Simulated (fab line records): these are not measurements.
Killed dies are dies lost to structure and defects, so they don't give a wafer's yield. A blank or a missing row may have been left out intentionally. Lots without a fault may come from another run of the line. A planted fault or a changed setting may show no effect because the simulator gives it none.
8D (eight disciplines) problem report, filled in by code    flow sky130    the parts of the form that need people (team, actions taken, sign-off) are left out

== 1. PROBLEM STATEMENT ==
At SKY_METAL1_METAL_ETCH_19, biasW averages 54.65 W over 2 wafers from 2 lots, while fault-free wafers read 48.50 W, standard deviation 0.15. That puts it +41 standard deviations away from the usual mean.
The step: etches the open film in Cl2/BCl3, stops on SiO2, target depth 360 nm, time 78 s.
First seen on wafer L598.5, day 37 01:26, on rieMetal-03. The record holds 33 wafers of 11 lots with a number at this step. The rule behind "out" and "out of limits": a value lying over 4 standard deviations away from the usual mean. Any other wafer with a number is counted as sound.

== 2. WHAT IT IS, WHAT IT ISN'T ==
question                     is                 is not
which readings at this step  biasW              drypumpMotorCurrentA, oesProductAu, rfFwdPowerW, throttleValvePct
which lots                   L598, L599         L586, L587, L588, L590, L597, L600, L602, L605, L607
which wafers of those lots   L598.5, L599.5     L598.3, L598.6, L599.3, L599.6
read on which tools          rieMetal-03        rieMetal-01, rieMetal-02
when                         from day 37 01:26  up to then (17 sound wafers); but 14 sound wafers of L599, L600, L602, L605, L607 came after

== 3. THE SUSPECTS, EACH WITH WHAT RULES IT OUT ==
Counting: if a tool at a process step up to the reading ran every lot that is out, it stays a suspect. Sound lots after the first of them don't rule it out here, since some wafers of a struck lot are sound.
- rieMetal-03 at SKY_METAL1_METAL_ETCH_19 (etches the open film in Cl2/BCl3, stops on SiO2, target depth 360 nm, time 78 s): kept. It processed each lot that is out (first: L598, day 37 01:26); up to then, its last sound lot is L590 (day 34 17:24). Out on those wafers are its own readings of biasW.
- Within rieMetal-03 at SKY_METAL1_METAL_ETCH_19: the wafers that are out ran in chamber 0; their sound lot-mates ran in chamber 1.
Remaining after the count: rieMetal-03 at SKY_METAL1_METAL_ETCH_19.

== 4. THE CAUSE (what the simulator had put in) ==
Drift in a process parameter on rieMetal-03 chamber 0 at SKY_METAL1_METAL_ETCH_19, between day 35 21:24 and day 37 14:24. The setting biasW was moved by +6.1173, starting from 48.5. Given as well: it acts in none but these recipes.
This tool alone remained once counting was done.

== 5. THE EFFECT CHAIN, in route order ==
Each row: a reading where the mean over the struck wafers with a number is more than 3 standard deviations away from the usual. Only readings for which the record gives a usual standard deviation are gone through. hours: the time from each lot's start at the first step in this table that gives one to its start at this step, as a median over the lots. sigmas: the change in usual standard deviations.
hours  step                      reading               usual    on struck wafers  change  sigmas
0      SKY_METAL1_METAL_ETCH_19  biasW                 48.50 W  54.65             +6.15   +41
0      SKY_METAL1_STRIP_20       stripTimeToEndpointS  2.68 s   2.51              -0.17   -4.2
The process steps in it:
- SKY_METAL1_METAL_ETCH_19: etches the open film in Cl2/BCl3, stops on SiO2, target depth 360 nm, time 78 s.
- SKY_METAL1_STRIP_20: strips in O2/N2.
Later measuring or inspecting steps at which every struck wafer that the step has a row for has a number for every such reading, and none has moved that far: SKY_VIA1_THK_MEAS_01.

== 6. HOW IT WOULD HAVE BEEN CAUGHT EARLIER ==
In this record the first reading out of limits was taken at day 37 01:26, 28 hours after the fault began at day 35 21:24.
